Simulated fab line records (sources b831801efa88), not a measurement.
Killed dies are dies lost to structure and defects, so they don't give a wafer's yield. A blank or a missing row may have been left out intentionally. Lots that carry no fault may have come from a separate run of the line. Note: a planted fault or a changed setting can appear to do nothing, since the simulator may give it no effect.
A single fault, viewed from 2 desks | flow sky130 | what lay behind the numbers comes last; until then each desk has only its own

## AT THE METROLOGY DESK
What the gauges read for every lot (on any tool): the sampled wafers with a number, averaged. If a lot's mean is further than 4 standard deviations from the usual mean, the lot is out of limits and carries the mark OUT (the distance appears in the brackets).
Columns: A = VT_ADJUST_LVTN_01_OVL at SKY_VT_ADJUST_LVTN_OVL_MEAS_18, usual 0.6 nm; B = SONOS_ONO_OXIDATION_THK at SKY_SONOS_ONO_THK_MEAS_01, usual 2.57 nm; C = cd-nm at SKY_SONOS_ONO_CD_MEAS_13, usual 409.6 nm
lot  | first seen here | A    | B    | C
L949 | day 7 14:11     | 0.0  | 2.54 | 408.6
L950 | day 8 11:25     | 0.7  | 2.65 | 409.6
L951 | day 8 11:43     | 0.7  | 2.57 | 408.4
L956 | day 9 21:10     | 0.9  | 2.49 | 413.2
L959 | day 10 14:19    | 1.2  | 2.56 | 409.0
L960 | day 11 03:58    | -0.4 | 2.62 | 406.7
L964 | day 11 20:26    | -1.1 | 2.52 | 410.6
L965 | day 12 12:28    | 1.0  | 2.58 | 410.1
L966 | day 12 15:43    | 0.4  | 2.62 | 408.0
L968 | day 13 13:49    | 0.8  | 2.56 | 409.1
L970 | day 13 15:25    | 0.5  | 2.59 | 406.4
L969 | day 14 01:01    | 1.1  | 2.58 | 406.4
L972 | day 14 11:41    | 1.3  | 2.56 | 406.2
This desk found nothing out of limits on any of the 13 lots.

## FOR THE TOOL OWNER'S DESK: plasma-asher-04
The tool's own readings at SKY_SONOS_ONO_STRIP_17 (strips in O2/N2): means of the sampled wafers that have a number, for each lot that ran on this tool. If a lot's mean is further than 4 standard deviations from the usual mean, the lot is out of limits and carries the mark OUT (the distance appears in the brackets).
Columns: A = drypump-motor-current-A at SKY_SONOS_ONO_STRIP_17, usual 5.6 A; B = oes-product-au at SKY_SONOS_ONO_STRIP_17, usual 0.710 a.u.; C = strip-time-to-endpoint-s at SKY_SONOS_ONO_STRIP_17, usual 14.11 s
lot  | first seen here | A   | B               | C
L950 | day 13 11:55    | 5.6 | 0.712           | 14.05
L956 | day 15 05:55    | 5.3 | 0.712           | 14.11
L960 | day 16 20:45    | 5.3 | 0.906 (+46) OUT | -
This desk finds L960 out of limits, L960 being first, at day 16 20:45 (oes-product-au at SKY_SONOS_ONO_STRIP_17). L950, L956 stayed within limits.

## PUT TOGETHER
The tool owner's desk had the chance to raise an alarm at day 16 20:45 on L960.
Metrology desk: nothing out of limits seen.
The metrology desk holds a record of L960, inside its limits.
Every lot named ran SKY_SONOS_ONO_STRIP_17 on plasma-asher-04.

## WHAT WAS PUT IN BY THE SIMULATOR
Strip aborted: plasma-asher-04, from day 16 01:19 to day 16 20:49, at SKY_SONOS_ONO_STRIP_17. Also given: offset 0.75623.
Shown lots that were struck: L960.
Each desk's first reading out of limits, in hours after the fault started: the tool owner's desk, 19.
